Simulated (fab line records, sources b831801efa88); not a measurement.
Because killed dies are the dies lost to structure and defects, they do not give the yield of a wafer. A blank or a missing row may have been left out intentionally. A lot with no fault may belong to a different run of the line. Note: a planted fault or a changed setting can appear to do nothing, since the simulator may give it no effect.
fab line records	flow sky130
record lots=12	wafers=36	last-day=49
route steps=708 shown SD_N@356 SD_P@359 LI_CONTACT@375 PAD_OPEN@708
lots untouched by any fault: they come from a run of this same line in which no faults occurred
start-h: the number of hours between the record's first day and the start of the first shown wafer of the lot	wait-h: how many hours have passed since the lot's step before this one	" unchanged from the row above	L1.1+2: a single row standing in for several wafers	- either no value or no given start	* or withheld: withheld	< > ~ a bound
route shown NAME@n: NAME is a module with steps in the file, n the number in the route of the first one	usual: average and standard deviation across the fault-free wafers	same: alike in all rows	chamber/n: place in a boat	sites: the reading at each site	_std_site: the values' standard deviation	_edge_site: the outer-site mean with the inner-site mean subtracted	radius-mm: how far each site lies from the wafer's centre	mask NAME#n: copy n	behind: the tool/chamber that last shaped the wafer	hold: reason for holding the lot/hours on hold/outcome of the hold	device: which transistor (n, p or np) failed to switch	end of line: tests of these same wafers at the route's end	a step given without rows: its recipe and nothing more	killed: dies that structure and defects cost at the first sort, which is not the same as the wafer's yield	map: a wafer's dies, marking killed ones x, the rest . and places with no die _
set.NAME: the run value of the setting; set.NAME@STEP: its run value at that earlier step	model.NAME: the simulator's own value behind a step, which no gauge read
steps of the route over a sample of lots; a table a step, a row a wafer
services: a tool's chamber out of use, with start hour (start-h, from the record's first day; less than 0 if before it), hours out, and reason
## steps
# step SKY_SD_N_RTA_14
# recipe temp-c=1075	time-s=2	idle-temp-c=650	ramp-up-c-per-s=150	ramp-down-c-per-s=90	ambient=N2
# usual lamp-power-pct=15.74/0.052	wafer_temp_C_max=1078.0/1.4
# same time-s=2
lot.wafer	tool	chamber	start-h	wait-h	lamp-power-pct	wafer_temp_C_max
L762.1	rtp-anneal-02	0	640.16	0.0	15.72	1077.7
L762.5	"	0	"	"	15.84	1078.9
L762.6	"	0	"	"	15.72	1076.6
L763.2	rtp-anneal-01	0	644.47	0.0	15.75	1076.9
L763.4	"	0	"	"	15.75	1077.1
L763.6	"	0	"	"	15.73	1075.8
L765.2	rtp-anneal-01	0	672.87	0.0	15.67	1079.2
L765.5	"	0	"	"	15.70	1076.3
L765.6	"	0	"	"	15.73	1077.7
L766.1	rtp-anneal-02	0	678.16	0.0	15.79	1077.6
L766.2	"	0	"	"	15.66	1080.0
L766.6	"	0	"	"	15.67	1080.7
L767.1	rtp-anneal-01	0	683.97	0.0	15.82	1078.3
L767.5	"	0	"	"	15.73	1078.7
L767.6	"	0	"	"	15.79	1077.7
L769.3	rtp-anneal-01	0	703.98	0.0	15.70	1077.5
L769.4	"	0	"	"	15.78	1077.8
L769.5	"	0	"	"	15.74	1079.0
L776.2	rtp-anneal-01	0	761.72	0.0	15.88	1086.1
L776.4	"	0	"	"	15.81	1086.5
L776.5	"	0	"	"	15.80	1088.1
L777.2	rtp-anneal-01	0	769.53	0.0	15.78	1087.1
L777.4	"	0	"	"	15.78	1086.4
L777.6	"	0	"	"	15.76	1088.9
L778.3	rtp-anneal-02	0	771.72	0.0	15.74	1079.1
L778.4	"	0	"	"	15.72	1076.7
L778.6	"	0	"	"	15.64	1078.5
L779.4	rtp-anneal-01	0	780.38	0.0	15.89	1084.3
L779.5	"	0	"	"	15.73	1087.9
L779.6	"	0	"	"	15.80	1085.0
L780.2	rtp-anneal-02	0	796.82	0.0	15.75	1077.7
L780.4	"	0	"	"	15.77	1076.4
L780.5	"	0	"	"	15.76	1076.9
L782.2	rtp-anneal-02	0	806.68	0.0	15.75	1079.3
L782.3	"	0	"	"	15.74	1080.5
L782.5	"	0	"	"	15.68	1076.9
# step SKY_SD_N_RS_MEAS_16
# recipe thk-meas-gauge=four-point-probe
# usual SD_N_RS=68.55/0.1
lot.wafer	tool	chamber	start-h	wait-h	SD_N_RS[ohm/sq]
L762.1	film-metro-02	-	640.33	0.1	68.48
L762.5	"	-	"	"	68.41
L762.6	"	-	"	"	68.47
L763.2	film-metro-03	-	644.66	0.1	68.49
L763.4	"	-	"	"	68.40
L763.6	"	-	"	"	68.58
L765.2	film-metro-04	-	673.05	0.1	68.66
L765.5	"	-	"	"	68.68
L765.6	"	-	"	"	68.74
L766.1	film-metro-04	-	678.33	0.1	68.77
L766.2	"	-	"	"	68.64
L766.6	"	-	"	"	68.75
L767.1	film-metro-02	-	684.15	0.1	68.55
L767.5	"	-	"	"	68.50
L767.6	"	-	"	"	68.39
L769.3	film-metro-04	-	704.18	0.1	68.49
L769.4	"	-	"	"	68.67
L769.5	"	-	"	"	68.65
L776.2	film-metro-04	-	761.91	0.1	66.85
L776.4	"	-	"	"	66.81
L776.5	"	-	"	"	66.86
L777.2	film-metro-02	-	769.71	0.1	66.99
L777.4	"	-	"	"	66.87
L777.6	"	-	"	"	66.92
L778.3	film-metro-02	-	771.92	0.1	68.33
L778.4	"	-	"	"	68.44
L778.6	"	-	"	"	68.54
L779.4	film-metro-02	-	780.59	0.1	67.02
L779.5	"	-	"	"	66.99
L779.6	"	-	"	"	66.94
L780.2	film-metro-03	-	797.01	0.1	68.44
L780.4	"	-	"	"	68.45
L780.5	"	-	"	"	68.45
L782.2	film-metro-04	-	806.86	0.1	68.53
L782.3	"	-	"	"	68.64
L782.5	"	-	"	"	68.56
# step SKY_SD_N_RS_MEAS_17
# recipe thk-meas-gauge=four-point-probe
# usual SD_P_RS=147.1/0.34
lot.wafer	tool	chamber	start-h	wait-h	SD_P_RS[ohm/sq]
L762.1	film-metro-02	-	640.45	0.1	146.7
L762.5	"	-	"	"	146.4
L762.6	"	-	"	"	146.4
L763.2	film-metro-03	-	644.78	0.1	147.2
L763.4	"	-	"	"	146.8
L763.6	"	-	"	"	147.0
L765.2	film-metro-04	-	673.17	0.1	147.2
L765.5	"	-	"	"	147.3
L765.6	"	-	"	"	147.2
L766.1	film-metro-04	-	678.45	0.1	147.2
L766.2	"	-	"	"	147.3
L766.6	"	-	"	"	147.7
L767.1	film-metro-02	-	684.27	0.1	146.8
L767.5	"	-	"	"	147.0
L767.6	"	-	"	"	146.7
L769.3	film-metro-04	-	704.30	0.1	146.8
L769.4	"	-	"	"	146.8
L769.5	"	-	"	"	146.8
L776.2	film-metro-04	-	762.03	0.1	138.5
L776.4	"	-	"	"	138.2
L776.5	"	-	"	"	138.6
L777.2	film-metro-02	-	769.83	0.1	139.6
L777.4	"	-	"	"	139.4
L777.6	"	-	"	"	139.6
L778.3	film-metro-02	-	772.04	0.1	147.1
L778.4	"	-	"	"	147.1
L778.6	"	-	"	"	147.1
L779.4	film-metro-02	-	780.71	0.1	139.1
L779.5	"	-	"	"	139.0
L779.6	"	-	"	"	139.1
L780.2	film-metro-03	-	797.13	0.1	146.8
L780.4	"	-	"	"	147.2
L780.5	"	-	"	"	147.0
L782.2	film-metro-04	-	806.98	0.1	147.3
L782.3	"	-	"	"	147.6
L782.5	"	-	"	"	147.1
# step SKY_LI_CONTACT_OVL_MEAS_13
# usual LI_CONTACT_OVL=-4/6.7
lot.wafer	tool	chamber	start-h	wait-h	LI_CONTACT_OVL[nm]
L762.1	overlay-02	-	669.64	0.1	-15
L762.5	"	-	"	"	-16
L762.6	"	-	"	"	-6
L763.2	overlay-02	-	673.72	0.1	-6
L763.4	"	-	"	"	2
L763.6	"	-	"	"	-6
L765.2	overlay-02	-	701.87	0.1	-4
L765.5	"	-	"	"	-13
L765.6	"	-	"	"	-9
L766.1	overlay-01	-	706.77	0.1	7
L766.2	"	-	"	"	0
L766.6	"	-	"	"	8
L767.1	overlay-02	-	712.42	0.1	-1
L767.5	"	-	"	"	-3
L767.6	"	-	"	"	-7
L769.3	overlay-01	-	732.53	0.1	-7
L769.4	"	-	"	"	-4
L769.5	"	-	"	"	-4
L776.2	overlay-02	-	789.62	0.1	3
L776.4	"	-	"	"	-1
L776.5	"	-	"	"	4
L777.2	overlay-01	-	796.99	0.1	-14
L777.4	"	-	"	"	-3
L777.6	"	-	"	"	-7
L778.3	overlay-02	-	798.54	0.1	-5
L778.4	"	-	"	"	-6
L778.6	"	-	"	"	-9
L779.4	overlay-02	-	809.04	0.1	-4
L779.5	"	-	"	"	-11
L779.6	"	-	"	"	-2
L780.2	overlay-02	-	824.29	0.1	-7
L780.4	"	-	"	"	0
L780.5	"	-	"	"	-3
L782.2	overlay-02	-	834.22	0.1	1
L782.3	"	-	"	"	-6
L782.5	"	-	"	"	-8
# step SKY_LI_CONTACT_SPUTTER_20
# recipe material=TiN	target-thk-nm=20	chamber-pressure-pa=5	power-w=4000	time-s=80
# usual throttle-valve-pct=30.3/0.79
# same time-s=80
lot.wafer	tool	chamber	start-h	wait-h	throttle-valve-pct
L762.1	pvd-sputter-01	-	670.19	0.0	30.1
L762.5	"	-	"	"	30.1
L762.6	"	-	"	"	29.7
L763.2	pvd-sputter-01	-	674.27	0.0	30.4
L763.4	"	-	"	"	30.2
L763.6	"	-	"	"	30.6
L765.2	pvd-sputter-01	-	702.40	0.0	30.0
L765.5	"	-	"	"	30.0
L765.6	"	-	"	"	29.9
L766.1	pvd-sputter-04	-	707.30	0.0	29.5
L766.2	"	-	"	"	30.8
L766.6	"	-	"	"	31.3
L767.1	pvd-sputter-03	-	712.97	0.0	30.9
L767.5	"	-	"	"	30.8
L767.6	"	-	"	"	30.8
L769.3	pvd-sputter-01	-	733.15	0.0	30.5
L769.4	"	-	"	"	29.4
L769.5	"	-	"	"	29.5
L776.2	pvd-sputter-04	-	790.17	0.0	29.4
L776.4	"	-	"	"	31.1
L776.5	"	-	"	"	29.3
L777.2	pvd-sputter-01	-	797.51	0.0	29.3
L777.4	"	-	"	"	30.4
L777.6	"	-	"	"	30.1
L778.3	pvd-sputter-01	-	799.08	0.0	30.1
L778.4	"	-	"	"	30.5
L778.6	"	-	"	"	29.3
L779.4	pvd-sputter-04	-	809.76	0.0	31.8
L779.5	"	-	"	"	31.9
L779.6	"	-	"	"	31.1
L780.2	pvd-sputter-01	-	825.02	0.0	29.7
L780.4	"	-	"	"	30.0
L780.5	"	-	"	"	30.3
L782.2	pvd-sputter-01	-	834.77	0.0	30.5
L782.3	"	-	"	"	29.1
L782.5	"	-	"	"	30.2
# step SKY_LI_CONTACT_CVD_21
# recipe material=W	target-thk-nm=400	time-s=120.56	temp-c=400	pressure-torr=40
# usual heater-power-w=896/110
# same time-s=120.56
lot.wafer	tool	chamber	start-h	wait-h	heater-power-w
L762.1	cvd-w-02	1	670.26	0.0	814
L762.5	"	1	"	"	819
L762.6	"	0	"	"	1020
L763.2	cvd-w-02	1	674.33	0.0	810
L763.4	"	0	"	"	995
L763.6	"	0	"	"	1011
L765.2	cvd-w-02	0	702.46	0.0	1007
L765.5	"	0	"	"	1037
L765.6	"	1	"	"	834
L766.1	cvd-w-02	1	707.36	0.0	815
L766.2	"	0	"	"	1042
L766.6	"	0	"	"	1001
L767.1	cvd-w-01	0	713.03	0.0	1001
L767.5	"	0	"	"	996
L767.6	"	1	"	"	759
L769.3	cvd-w-01	1	733.29	0.1	752
L769.4	"	1	"	"	765
L769.5	"	1	"	"	788
L776.2	cvd-w-01	0	790.23	0.0	1025
L776.4	"	1	"	"	753
L776.5	"	0	"	"	1010
L777.2	cvd-w-01	1	797.58	0.0	774
L777.4	"	0	"	"	1005
L777.6	"	0	"	"	1002
L778.3	cvd-w-02	1	799.18	0.1	829
L778.4	"	0	"	"	984
L778.6	"	0	"	"	1021
L779.4	cvd-w-01	1	809.86	0.1	772
L779.5	"	1	"	"	751
L779.6	"	0	"	"	976
L780.2	cvd-w-01	1	825.08	0.0	762
L780.4	"	0	"	"	1031
L780.5	"	0	"	"	996
L782.2	cvd-w-01	0	834.83	0.0	1033
L782.3	"	0	"	"	1006
L782.5	"	0	"	"	1007
# step SKY_PAD_OPEN_PROBE_99
# usual killed_at_M0_to_M3=45/7.3	killed_at_M4_up=3.1/1.7	killed-at-contacts=25/5.1	killed-at-front-end=15/4.5	killed-at-other=0.3/0.56	killed-dies=88/9.4	killed-open=47/6.6	killed-short=40/6.9
# same gross-dies=492	killed-at-back-side=0
lot.wafer	tool	chamber	start-h	wait-h	killed_at_M0_to_M3	killed_at_M4_up	killed-at-contacts	killed-at-front-end	killed-at-other	killed-dies	killed-open	killed-short
L779.4	prober-02	-	1168.97	0.2	41	3	13	19	0	76	44	32
L779.5	prober-02	-	1169.02	0.2	49	3	22	25	0	99	49	50
L779.6	prober-02	-	1169.07	0.2	29	5	24	20	0	78	42	36
# killed by level:class
L779.4 VIA1:geometric-particle:open=14 VIA3:geometric-particle:open=7 CONTACT:geometric-particle:open=6 FIELD_ISO:geometric-particle:short=5 FIELD_ISO:geometric-particle:open=5 METAL2:geometric-particle:short=5 METAL1:geometric-particle:short=3 LI_CONTACT:geometric-particle:open=3
L779.5 FIELD_ISO:geometric-particle:open=9 VIA1:geometric-particle:open=9 CONTACT:geometric-particle:open=7 VIA1:geometric-particle:short=7 FIELD_ISO:geometric-particle:short=6 VIA2:geometric-particle:open=6 LI_CONTACT:geometric-particle:open=5 METAL1:geometric-particle:short=5
L779.6 CONTACT:geometric-particle:open=8 FIELD_ISO:geometric-particle:short=6 LI_CONTACT:geometric-particle:open=6 VIA1:geometric-particle:open=6 FIELD_ISO:geometric-particle:open=5 METAL2:geometric-particle:short=5 VIA2:geometric-particle:short=5 POLY_GATE:geometric-particle:open=4
## services
tool	chamber	start-h	hours	kind
pvd-sputter-01	-	649.31	1.0	repair
pvd-sputter-01	-	653.00	2.2	repair
cvd-w-01	-	672.00	6.0	pm
cvd-w-01	0	730.31	3.1	repair
pvd-sputter-01	-	802.57	3.0	repair
pvd-sputter-01	-	829.93	3.7	repair
## key
first-sign step=SKY_SD_N_RTA_14	reading=wafer_temp_C_max	direction=up	sigmas=6.4	usual=*	struck=*
effect step=SKY_SD_N_RTA_14	reading=lamp-power-pct	direction=up	sigmas=1.3	usual=15.74	struck=15.80
effect step=SKY_SD_N_RS_MEAS_16	reading=SD_N_RS	direction=down	sigmas=16	usual=68.55	struck=66.92
effect step=SKY_SD_N_RS_MEAS_17	reading=SD_P_RS	direction=down	sigmas=23	usual=147.1	struck=139.0
met-at SKY_SD_N_RTA_14
struck-lots L776,L777,L779
tester-left-out L776,L777,L779
not-acting-at SKY_LI_CONTACT_OVL_MEAS_13,SKY_LI_CONTACT_SPUTTER_20,SKY_LI_CONTACT_CVD_21
onset-between 703.98 761.72
fault kind=process-parameter-drift	tool=rtp-anneal-01	chamber=-	onset-h=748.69	steps=SKY_SD_N_RTA_14	channel=temp-c	offset=*	shape=step	end-h=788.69	acts-in=*	stated=*
# tester-left-out: of these lots the tester's yield and bins aren't shown, on N5 and GAA mostly nor the transistor test; their killed dies are dies lost to structure and defects alone, not to doping, threshold or leakage, so they don't give the yield
